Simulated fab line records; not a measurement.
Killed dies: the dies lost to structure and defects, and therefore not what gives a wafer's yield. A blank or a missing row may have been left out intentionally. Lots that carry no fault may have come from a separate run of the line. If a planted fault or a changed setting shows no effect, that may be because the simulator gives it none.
The tool behind it: which one? || flow sky130 || 11 lots, 33 wafers sampled, at 3 steps of a route of 708

== WHAT EACH GAUGE READ, for each wafer ==
SKY_VIA1_RS_MEAS_22: a four-point-probe measurement.
{"lot": "L888", "measured": "day 34 08:49", "on": "film-metro-01", "VIA1_W_RS (ohm/sq)": "0.424 0.439 0.425"}
{"lot": "L890", "measured": "day 35 08:05", "on": "film-metro-03", "VIA1_W_RS (ohm/sq)": "0.421 0.425 0.413"}
{"lot": "L891", "measured": "day 35 10:07", "on": "film-metro-02", "VIA1_W_RS (ohm/sq)": "0.432 0.434 0.423"}
{"lot": "L902", "measured": "day 38 14:51", "on": "film-metro-01", "VIA1_W_RS (ohm/sq)": "0.437 0.442 0.439"}
{"lot": "L904", "measured": "day 39 06:06", "on": "film-metro-01", "VIA1_W_RS (ohm/sq)": "0.431 0.427 0.429"}
{"lot": "L905", "measured": "day 39 13:08", "on": "film-metro-03", "VIA1_W_RS (ohm/sq)": "0.426 0.429 0.424"}
{"lot": "L906", "measured": "day 40 00:45", "on": "film-metro-01", "VIA1_W_RS (ohm/sq)": "0.429 0.434 0.432"}
{"lot": "L907", "measured": "day 40 01:07", "on": "film-metro-03", "VIA1_W_RS (ohm/sq)": "0.425 0.420 0.423"}
{"lot": "L908", "measured": "day 40 16:31", "on": "film-metro-01", "VIA1_W_RS (ohm/sq)": "0.427 0.430 0.428"}
{"lot": "L910", "measured": "day 40 19:34", "on": "film-metro-01", "VIA1_W_RS (ohm/sq)": "0.422 0.419 0.418"}
{"lot": "L911", "measured": "day 40 23:09", "on": "film-metro-03", "VIA1_W_RS (ohm/sq)": "0.435 0.426 0.431"}

== WHAT TOOL EACH LOT RAN ON (gives the tool, then ch and the chambers of the sampled wafers, and finally the start) ==
{"lot": "L888", "SKY_METAL1_STRIP_20": "plasma-asher-04 ch 0,1, day 33 03:37", "SKY_VIA1_CVD_21": "cvd-w-02 ch 0,1, day 34 08:43"}
{"lot": "L890", "SKY_METAL1_STRIP_20": "plasma-asher-04 ch 0,1, day 34 03:04", "SKY_VIA1_CVD_21": "cvd-w-01 ch 0,1, day 35 07:59"}
{"lot": "L891", "SKY_METAL1_STRIP_20": "plasma-asher-02 ch 0,1, day 34 05:26", "SKY_VIA1_CVD_21": "cvd-w-01 ch 0,1, day 35 10:00"}
{"lot": "L902", "SKY_METAL1_STRIP_20": "plasma-asher-02 ch 0,1, day 37 10:48", "SKY_VIA1_CVD_21": "cvd-w-02 ch 0,1, day 38 14:44"}
{"lot": "L904", "SKY_METAL1_STRIP_20": "plasma-asher-02 ch 0,1, day 38 01:45", "SKY_VIA1_CVD_21": "cvd-w-01 ch 0,1, day 39 06:01"}
{"lot": "L905", "SKY_METAL1_STRIP_20": "plasma-asher-04 ch 0,1, day 38 09:43", "SKY_VIA1_CVD_21": "cvd-w-01 ch 0,1, day 39 13:01"}
{"lot": "L906", "SKY_METAL1_STRIP_20": "plasma-asher-02 ch 0,1, day 38 21:43", "SKY_VIA1_CVD_21": "cvd-w-02 ch 0,1, day 40 00:39"}
{"lot": "L907", "SKY_METAL1_STRIP_20": "plasma-asher-04 ch 0,1, day 38 22:13", "SKY_VIA1_CVD_21": "cvd-w-01 ch 1, day 40 01:00"}
{"lot": "L908", "SKY_METAL1_STRIP_20": "plasma-asher-04 ch 0,1, day 39 14:00", "SKY_VIA1_CVD_21": "cvd-w-01 ch 0,1, day 40 16:24"}
{"lot": "L910", "SKY_METAL1_STRIP_20": "plasma-asher-02 ch 0,1, day 39 17:32", "SKY_VIA1_CVD_21": "cvd-w-01 ch 0,1, day 40 19:28"}
{"lot": "L911", "SKY_METAL1_STRIP_20": "plasma-asher-02 ch 0,1, day 39 20:07", "SKY_VIA1_CVD_21": "cvd-w-01 ch 0,1, day 40 23:04"}
- SKY_METAL1_STRIP_20: strips in O2/N2.
- SKY_VIA1_CVD_21: deposits W, target thk 270 nm, time 80.902 s.

== THE ANSWER, worked out from the rows above alone ==
Rule: usual is defined by the lots themselves. The widest of any qualifying gaps counts: lots, ordered by their means at a reading, are off when they make up no more than a third of the lots, leave a main group of 4 or more, and stand apart from it by 3 or more times the standard deviation of that group's means. A main group is skipped when, at the precision printed for the reading in the tables above, its means are all equal. Also off: a lot with no number at a reading for which 4 or more lots have one. All remaining lots with rows at the step are treated as sound.
None of the lots is off at any reading shown; this tells nothing.

== WHAT THE SIMULATOR PUT IN ==
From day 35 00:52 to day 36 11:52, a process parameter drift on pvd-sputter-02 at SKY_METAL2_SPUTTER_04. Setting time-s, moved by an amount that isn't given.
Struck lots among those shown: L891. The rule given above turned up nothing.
